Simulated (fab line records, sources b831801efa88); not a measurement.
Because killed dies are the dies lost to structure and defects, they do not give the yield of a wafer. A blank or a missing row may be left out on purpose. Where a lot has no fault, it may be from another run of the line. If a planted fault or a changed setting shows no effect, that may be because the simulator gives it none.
A lot that was struck, set against a sound lot | flow sfq-line | 42 steps out of a route of 325
Sound: wafers L663.3, L663.4, L663.5. Struck: wafer L674.3 (L674.1, L674.4, from the same lot, were not struck and are left out); the cause is given at the end.
At each step with rows: each side's tool, then ch and its chambers, then its first start. Under that, the readings that differ: sound wafers | struck wafers | difference of the means | sigmas: that difference in standard deviations of wafers without a fault.
alike: readings whose means differ by less than 2 such deviations, and words and numbers that are the same on both sides. not compared: withheld readings, readings that some wafer has no value for, bounds like >300 that may hide the same value, and numbers for which the record gives no deviation and whose values overlap.
The two part at a step that has a row with sigmas, a row that says differs or no value, or rows on one side only. When numbers do not overlap yet have no deviation, they are printed without sigmas and do not part them. A reading missing from all wafers of one side parts the sides only when that side holds two or more wafers.

first, 6 steps without rows for these wafers: SFQ_TRILAYER_M0_LITHO_COAT_026 (resist thk 62 nm); SFQ_TRILAYER_M0_LITHO_COAT_021 (resist thk 600 nm); SFQ_TRILAYER_M0_LITHO_SOFTBAKE_025; SFQ_TRILAYER_M0_LITHO_EXPOSE_022 (exposes mask M0, target cd 500 nm); SFQ_TRILAYER_M0_LITHO_PEB_024 (peb time 60 s); SFQ_TRILAYER_M0_LITHO_DEVELOP_023 (time 60 s).
SFQ_M0_OVL_MEAS_906:
  struck on overlay-02, day 10 13:20; sound on overlay-01, day 7 12:58
  alike: M0_OVL
then, 2 steps without rows for these wafers: SFQ_TRILAYER_M0_BARC_OPEN_METAL_ETCH_031 (etches BARC in O2, target depth 125 nm, time 41.7 s); SFQ_TRILAYER_M0_ETCH_METAL_ETCH_024 (etches Nb in Cl2/Ar, stops on SiO2, target depth 240 nm, time 120 s).
SFQ_TRILAYER_M0_STRIP_STRIP_025: strips in O2.
  sound on rie-metal-04 ch 0,1, day 7 13:22; struck on rie-metal-03 ch 0, day 10 13:34
  alike: drypump-motor-current-A, oes-product-au
  not compared: rf-hours-counter-h
then, 2 steps without rows for these wafers: SFQ_TRILAYER_M0_STRIP_SOLV_CLEAN_026 (cleans in NMP, time 600 s); SFQ_TRILAYER_I0_DEP_PECVD_027 (deposits SiO2 from SiH4/N2O, time 111.11 s, target thk 500 nm).
SFQ_TRILAYER_I0_CMP_CMP_028: polishes SiO2.
  sound on cmp-01 ch 0,2, day 7 18:55; struck on cmp-02 ch 0, day 10 23:09
  reading                                             | sound             | struck | difference | sigmas
  time-to-endpoint-s (s)                              | 207 228 225       | 168    | -52        | -6
  model.SiO2_of_TRILAYER_I0_DEP_PECVD_027.thk-nm (nm) | 199.1 200.5 198.5 | 247.8  | +48.4      |
  alike: motor-current-A
SFQ_I0_BOW_MEAS_907:
  struck on film-metro-04, day 11 02:09; sound on film-metro-03, day 7 21:58
  alike: I0_BOW
SFQ_TRILAYER_I0_METRO_MEASURE_029:
  struck on film-metro-04, day 11 02:16; sound on film-metro-03, day 7 22:26
  reading     | sound             | struck | difference | sigmas
  thk-nm (nm) | 199.2 200.4 198.3 | 247.8  | +48.5      | +37
then, 6 steps without rows for these wafers: SFQ_TRILAYER_I0_VIA_LITHO_COAT_036 (resist thk 62 nm); SFQ_TRILAYER_I0_VIA_LITHO_COAT_031 (resist thk 650 nm); SFQ_TRILAYER_I0_VIA_LITHO_SOFTBAKE_035; SFQ_TRILAYER_I0_VIA_LITHO_EXPOSE_032 (exposes mask I0, target cd 500 nm); SFQ_TRILAYER_I0_VIA_LITHO_PEB_034 (peb time 60 s); SFQ_TRILAYER_I0_VIA_LITHO_DEVELOP_033 (time 60 s).
SFQ_I0_OVL_MEAS_908:
  struck on overlay-02, day 12 15:00; sound on overlay-01, day 9 14:55
  alike: I0_OVL
SFQ_TRILAYER_I0_VIA_BARC_OPEN_VIA_ETCH_046: etches BARC in O2, target depth 125 nm, time 41.7 s.
  sound on rie-diel-02 ch 0,1,3, day 9 14:56; struck on rie-diel-03 ch 1, day 12 15:02
  alike: drypump-motor-current-A, oes-product-au
  not compared: rf-hours-counter-h
SFQ_TRILAYER_I0_VIA_ETCH_VIA_ETCH_034: etches SiO2 in CHF3, stops on Nb, target depth 260 nm.
  sound on rie-diel-02 ch 0,1,3, day 9 14:59; struck on rie-diel-03 ch 1, day 12 15:05
  reading                        | sound             | struck | difference | sigmas
  oes-product-au (a.u.)          | 0.845 0.859 0.848 | 0.969  | +0.118     | +23
  model.etch.depth-nm (nm)       | 199.1 200.5 198.5 | 247.8  | +48.4      |
  model.I0.feature-depth-nm (nm) | 199.1 200.5 198.5 | 247.8  | +48.4      |
  alike: drypump-motor-current-A
SFQ_TRILAYER_I0_VIA_STRIP_STRIP_035: strips in O2.
  sound on rie-metal-02 ch 0,1, day 9 15:17; struck on rie-metal-02 ch 0, day 12 15:11
  alike: drypump-motor-current-A, oes-product-au
  not compared: rf-hours-counter-h
then, 1 step without rows for these wafers: SFQ_TRILAYER_I0_VIA_STRIP_SOLV_CLEAN_036 (cleans in NMP, time 600 s).
SFQ_TRILAYER_M1_DEP_PRE_CLEAN_038: time 22.5 s.
  struck on pvd-sputter-03, day 12 15:58; sound on pvd-sputter-06, day 9 15:53
  reading                                             | sound         | struck | difference | sigmas
  model.SiO2_of_TRILAYER_I0_DEP_PECVD_027.thk-nm (nm) | 191.6 193 191 | 240.3  | +48.4      |
then, 1 step without rows for these wafers: SFQ_TRILAYER_M1_DEP_SPUTTER_037 (material Nb, target thk 200 nm, time 133.3 s).
SFQ_M1_RS_MEAS_909: uses a four-point probe to measure.
  struck on film-metro-02, day 12 16:07; sound on film-metro-04, day 9 16:02
  alike: M1_NB_RS
then, 6 steps without rows for these wafers: SFQ_TRILAYER_M1_LITHO_COAT_044 (resist thk 62 nm); SFQ_TRILAYER_M1_LITHO_COAT_039 (resist thk 600 nm); SFQ_TRILAYER_M1_LITHO_SOFTBAKE_043; SFQ_TRILAYER_M1_LITHO_EXPOSE_040 (exposes mask M1, target cd 500 nm); SFQ_TRILAYER_M1_LITHO_PEB_042 (peb time 60 s); SFQ_TRILAYER_M1_LITHO_DEVELOP_041 (time 60 s).
-- the record jumps here: 4 days lie between the struck wafers' starts before and after --
SFQ_M1_OVL_MEAS_911:
  struck on overlay-01, day 16 23:33; sound on overlay-01, day 13 03:34
  alike: M1_OVL
SFQ_TRILAYER_M1_BARC_OPEN_METAL_ETCH_054: etches BARC in O2, target depth 125 nm, time 41.7 s.
  sound on rie-metal-02 ch 0,1, day 13 03:36; struck on rie-metal-01 ch 1, day 16 23:35
  alike: drypump-motor-current-A, oes-product-au
  not compared: rf-hours-counter-h
SFQ_TRILAYER_M1_ETCH_METAL_ETCH_042: etches Nb in Cl2/Ar, stops on SiO2, target depth 240 nm, time 120 s.
  sound on rie-metal-02 ch 0,1, day 13 03:41; struck on rie-metal-01 ch 1, day 16 23:39
  alike: drypump-motor-current-A, oes-product-au
  not compared: rf-hours-counter-h
then, 3 steps without rows for these wafers: SFQ_TRILAYER_M1_STRIP_STRIP_043 (strips in O2); SFQ_TRILAYER_M1_STRIP_SOLV_CLEAN_044 (cleans in NMP, time 600 s); SFQ_TRILAYER_I1_DEP_PECVD_045 (deposits SiO2 from SiH4/N2O, time 111.11 s, target thk 500 nm).
-- the record jumps here: 71 days lie between the struck wafers' starts before and after --
SFQ_M8_BOW_MEAS_951:
  struck on film-metro-04, day 87 19:20; sound on film-metro-03, day 86 06:53
  reading                 | sound             | struck | difference | sigmas
  model.etest.i0.link-ohm | 1.965 1.974 1.979 | 1.991  | +0.018     |
  alike: M8_BOW

WHERE THEY PART
First at SFQ_TRILAYER_I0_CMP_CMP_028; last, within this record, at SFQ_TRILAYER_I0_VIA_ETCH_VIA_ETCH_034. Later steps at which nothing parts them and some readings are alike: SFQ_TRILAYER_I0_VIA_STRIP_STRIP_035, SFQ_M1_RS_MEAS_909, SFQ_M1_OVL_MEAS_911, SFQ_TRILAYER_M1_BARC_OPEN_METAL_ETCH_054, SFQ_TRILAYER_M1_ETCH_METAL_ETCH_042, SFQ_M8_BOW_MEAS_951.

WHY: what the simulator had put in
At SFQ_TRILAYER_I0_CMP_CMP_028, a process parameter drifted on cmp-02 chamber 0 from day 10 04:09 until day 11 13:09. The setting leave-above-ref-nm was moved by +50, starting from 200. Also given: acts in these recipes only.
